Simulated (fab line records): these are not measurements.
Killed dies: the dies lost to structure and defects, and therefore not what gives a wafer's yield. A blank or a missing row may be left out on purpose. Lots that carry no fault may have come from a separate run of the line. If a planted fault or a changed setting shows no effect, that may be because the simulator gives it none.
2 desks, one fault / flow sky130 / numbers are kept per desk, each desk with only its own; the story behind them comes last

## METROLOGY DESK
What the gauges read, lot by lot, whatever tool the lot ran on: means of the sampled wafers that have a number. Any lot whose mean is over 4 standard deviations away from the usual mean is out of limits and marked OUT; that distance is given in the brackets.
Columns: A = cd-nm at SKY_METAL1_CD_MEAS_15, usual 139.7 nm; B = VIA1_HDPCVD_THK at SKY_VIA1_THK_MEAS_01, usual 1035 nm
lot=L748; first seen here=day 33 01:43; A=140.2; B=1043
lot=L749; first seen here=day 33 10:05; A=139.9; B=1037
lot=L750; first seen here=day 34 03:15; A=140.0; B=1038
lot=L751; first seen here=day 34 05:05; A=140.8; B=1040
lot=L752; first seen here=day 34 07:16; A=142.0; B=1047
lot=L753; first seen here=day 34 22:26; A=142.5; B=1045
lot=L755; first seen here=day 35 08:10; A=138.6; B=1066
lot=L757; first seen here=day 36 06:24; A=136.6; B=1019
lot=L758; first seen here=day 36 12:56; A=139.1; B=1030
lot=L767; first seen here=day 39 00:37; A=139.4; B=1035
lot=L768; first seen here=day 39 06:31; A=140.4; B=1039
lot=L771; first seen here=day 40 00:20; A=140.1; B=1026
This desk's verdict: no lot among the 12 shows anything out of limits.

## TOOL OWNER'S DESK, rie-metal-03
The tool's own readings at SKY_METAL1_ETCH_18 (etches BARC in N2/H2, stops on SiO2, time 45.9 s, target depth 60 nm): means of the sampled wafers that have a number, for each lot that ran on this tool. Any lot whose mean is over 4 standard deviations away from the usual mean is out of limits and marked OUT; that distance is given in the brackets.
Columns: A = drypump-motor-current-A at SKY_METAL1_ETCH_18, usual 5.8 A; B = oes-product-au at SKY_METAL1_ETCH_18, usual 0.855 a.u.; C = rf-fwd-power-W at SKY_METAL1_ETCH_18, usual 495.8 W; D = throttle-valve-pct at SKY_METAL1_ETCH_18, usual 13.225 %
lot=L752; first seen here=day 34 07:26; A=6.2; B=0.853; C=496.8; D=13.211
lot=L753; first seen here=day 34 22:37; A=5.9; B=0.854; C=495.8; D=13.216
lot=L758; first seen here=day 36 13:08; A=5.9; B=0.852; C=494.9; D=13.229
lot=L767; first seen here=day 39 00:46; A=6.0; B=0.836; C=496.6; D=13.233
lot=L768; first seen here=day 39 06:40; A=6.0; B=0.827 (-5.6) OUT; C=495.8; D=13.229
Finding of this desk: L768 out of limits; the first was L768 at day 39 06:40, on oes-product-au at SKY_METAL1_ETCH_18. L752, L753, L758, L767 stayed within limits.

## PUT TOGETHER
The tool owner's desk had the chance to raise an alarm at day 39 06:40 on L768.
Nothing out of limits was seen by the metrology desk.
The metrology desk holds a record of L768, inside its limits.
Every lot named ran SKY_METAL1_ETCH_18 on rie-metal-03.

## WHAT THE SIMULATOR HAD INSERTED
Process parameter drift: rie-metal-03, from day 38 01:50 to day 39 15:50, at SKY_METAL1_ETCH_18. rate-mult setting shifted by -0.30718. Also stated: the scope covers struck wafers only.
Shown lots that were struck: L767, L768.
Hours from the fault's start to each desk's first reading out of limits: the tool owner's desk, 29.
